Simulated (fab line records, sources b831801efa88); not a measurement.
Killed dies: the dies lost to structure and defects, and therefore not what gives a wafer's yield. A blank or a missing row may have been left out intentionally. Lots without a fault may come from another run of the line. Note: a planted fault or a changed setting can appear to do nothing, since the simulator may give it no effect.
8D (eight disciplines) problem report, filled in by code	flow gf180mcu	the parts of the form that need people (team, actions taken, sign-off) are left out

== 1. WHAT IS WRONG ==
Across 6 wafers from 2 lots, NWELL_TW at GF_NWELL_TW_MEAS_11 averages 1739, while fault-free wafers read 1573 with a standard deviation of 20. Relative to the usual mean, that is a shift of +8.3 standard deviations.
Earliest sighting: wafer L570.1 on film-metro-02 at day 4 17:44. The record holds 33 wafers of 11 lots with a number at this step. The rule behind "out" and "out of limits": a value lying over 4 standard deviations away from the usual mean. Any other wafer with a number is counted as sound.

== 2. WHAT IT IS, WHAT IT ISN'T ==
question	is	is not
which readings at this step	NWELL_TW	-
which lots	L570, L574	L566, L568, L569, L573, L576, L578, L579, L581, L587
which wafers of those lots	all that have a number	-
read on which gauges	film-metro-01, film-metro-02	film-metro-03
when	from day 4 17:44	up to then (9 sound wafers); but 18 sound wafers of L573, L576, L578, L579, L581, L587 came after

== 3. WHAT RULES OUT EACH SUSPECT ==
Counting: a tool at any process step up to the reading remains a suspect when it ran all the lots that are out and ran no sound lot after the first of those.
- ruled out: the gauge at GF_NWELL_TW_MEAS_11. 2 gauges (film-metro-01, film-metro-02) read the wafers that are out.
- litho-track-03 at GF_DNWELL_COAT_02 (resist thk 3000 nm): kept. It processed each lot that is out, first L570 at day 3 20:40, and no sound lot thereafter; up to then, the last sound lot it processed was L569 at day 3 13:43.
- plasma-asher-03 at GF_DNWELL_STRIP_08 (strips in O2/N2): ruled out as a lasting fault. After its first lot that is out, L570 (day 4 04:19), sound lots L581, L587 ran on it.
Remaining after the count: litho-track-03 at GF_DNWELL_COAT_02.

== 4. THE CAUSE (what the simulator had put in) ==
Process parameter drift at GF_DNWELL_COAT_02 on litho-track-03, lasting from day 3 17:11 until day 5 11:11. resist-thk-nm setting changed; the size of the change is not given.
The count eliminated every tool but this one.

== 5. SEQUENCE OF EFFECTS, ordered by route ==
One row per reading whose mean, taken over the struck wafers that have a number, lies over 3 standard deviations from the usual. Only readings for which the record gives a usual standard deviation are gone through. hours: the time from each lot's start at the first step in this table that gives one to its start at this step, as a median over the lots. sigmas: the change in usual standard deviations.
hours	step	reading	usual	on struck wafers	change	sigmas
0	GF_DNWELL_STRIP_08	strip-time-to-endpoint-s	36.82 s	22.35	-14.47	-99 or more
14	GF_NWELL_TW_MEAS_11	NWELL_TW	1573	1739	+166	+8.3
29	GF_LVPWELL_TW_MEAS_11	LVPWELL_TW	561	1214	+653	+84
44	GF_MVSD_TW_MEAS_11	MVSD_TW	1578	1756	+178	+8.1
Process steps it contains:
- GF_DNWELL_STRIP_08: strips in O2/N2.
At these later measuring or inspecting steps, every struck wafer for which the step has a row has a number for every such reading, and none has moved that far: GF_VT_IMPLANT_OVL_MEAS_18, GF_VT_IMPLANT_OVL_MEAS_40.

== 6. WHAT WOULD HAVE CAUGHT IT SOONER ==
The first out-of-limits reading at a measuring or inspecting step in this record came at day 4 17:44, 25 hours after the fault's start at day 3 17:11.
An alarm limit of 4 standard deviations would not have fired on the tool readings at GF_DNWELL_COAT_02 for which the record gives a usual standard deviation, since none of them was out on any struck wafer.
Among the 2 lots that are out, L574 began GF_DNWELL_COAT_02 on litho-track-03 after day 4 17:44. Putting the tool on hold at that point would have spared it.
